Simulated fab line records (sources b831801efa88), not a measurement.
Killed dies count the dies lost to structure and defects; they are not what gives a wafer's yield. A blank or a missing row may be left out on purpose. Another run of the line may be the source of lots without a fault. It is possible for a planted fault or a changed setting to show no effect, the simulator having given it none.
Lot-split experiment    flow gf180mcu    23 wafers read from 5 lots, route of 602 steps

SPLIT DETAILS
At GF_V2_PEB_12 (peb time 90 s), the setting peb-temp-c was moved away from the recipe's 135 C on 9 of the 23 wafers read, by -1.0% to +2.3%. All remaining wafers had this setting at the recipe value.

FROM SPLIT TO READING: 1 step shown by the file between the two
- GF_V2_DEVELOP_13: develop time 60 s

THE READING
cd-nm, in nm, at GF_V2_CD_MEAS_14 (target cd 260 nm). Fault-free wafers of this fab line usually give 260.3 nm, standard deviation 1.4 nm.

wafer   tool, chamber at the split  peb-temp-c as run, C  against the recipe  cd-nm, nm  against lot-mates on the recipe
L074.1  litho-track-01, 0           135                   recipe              260.5      -
L074.2  litho-track-01, 0           135                   recipe              261.9      -
L074.3  litho-track-01, 0           136.4                 +1.0%               264.8      +3.6
L074.4  litho-track-01, 0           136.4                 +1.0%               263.6      +2.4
L074.5  litho-track-01, 0           135                   recipe              261.1      -
L076.2  litho-track-03, 0           135                   recipe              260.2      -
L076.3  litho-track-03, 0           135                   recipe              260.4      -
L076.6  litho-track-03, 0           135                   recipe              261.4      -
L077.1  litho-track-04, 0           135                   recipe              259.9      -
L077.3  litho-track-04, 0           137.3                 +1.7%               266.1      +6.5
L077.4  litho-track-04, 0           135                   recipe              259.9      -
L077.5  litho-track-04, 0           135                   recipe              259.1      -
L077.6  litho-track-04, 0           137.3                 +1.7%               265.4      +5.8
L082.2  litho-track-04, 0           135                   recipe              260.1      -
L082.3  litho-track-04, 0           135                   recipe              260.4      -
L082.4  litho-track-04, 0           133.7                 -1.0%               256.8      -3.7
L082.5  litho-track-04, 0           135                   recipe              261.0      -
L082.6  litho-track-04, 0           133.7                 -1.0%               256.4      -4.1
L084.1  litho-track-04, 0           135                   recipe              262.5      -
L084.2  litho-track-04, 0           135                   recipe              261.8      -
L084.3  litho-track-04, 0           138.1                 +2.3%               268.8      +6.7
L084.4  litho-track-04, 0           138.1                 +2.3%               268.1      +6.0
L084.5  litho-track-04, 0           138.1                 +2.3%               268.2      +6.1

THE FIT
A straight line over all 23 wafers: cd-nm changes by +3.38 nm for each +1% of peb-temp-c; r = +0.97; the points scatter about the line by 0.84 nm.
The same after taking each lot's own level away (the mean of its wafers on the recipe; 23 wafers): +3.08 nm for each +1%; r = +0.98; scatter 0.67 nm.
That fit puts the effect of the largest move of peb-temp-c on the reading at 7.1 nm.
The span of the lots' own levels, 259.63 to 262.15 nm, comes to 1.8 times the standard deviation stated above.
So the lot-to-lot level changes the slope little: the two slopes agree.
Check: for one of the wafers moved furthest among these (+2.3%), held out of the fit, the line's prediction against its lot-mates is +7.01 nm. It came out at +6.65 nm against them.

OTHER SPLITS APPLIED TO THESE WAFERS
Before the reading, these wafers also passed through other splits. Each is held against what the fit with the lots' levels taken away leaves over:
other split on the same wafers  wafers away from the commonest value  r with cd-nm (lot level and that fit taken away)
GF_CONTACT_CVD_24 temp-c        10                                    +0.27
GF_M1_COAT_09 resist-thk-nm     9                                     -0.18
GF_M1_SOFTBAKE_10 temp-c        5                                     -0.36
GF_V1_CVD_02 time-s             8                                     +0.04
GF_V1_SPUTTER_22 power-w        11                                    -0.36
GF_V2_CVD_00 sih4-flow-sccm     5                                     +0.45

THE WHOLE CHAIN: every reading that the file lists as answering this split, in the file's order
step              what it does                                                  reading                                                    change (the file's fit)               r (the file's)
GF_V2_CD_MEAS_14  target cd 260 nm                                              cd-nm                                                      +3.1 nm for each +1% of the setting   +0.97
GF_V2_ETCH_16     etches BARC in N2/H2                                          V2.cd-nm (the simulator's own value, which no gauge read)  +3.36 nm for each +1% of the setting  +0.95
GF_V2_ETCH_17     etches SiO2 in C4F8/O2/Ar, stops on TiN, target depth 630 nm  V2.cd-nm (the simulator's own value, which no gauge read)  +3.51 nm for each +1% of the setting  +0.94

THE FILE'S OWN FIT
cd-nm changes by +3.1 nm for each +1% of peb-temp-c, r = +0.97.
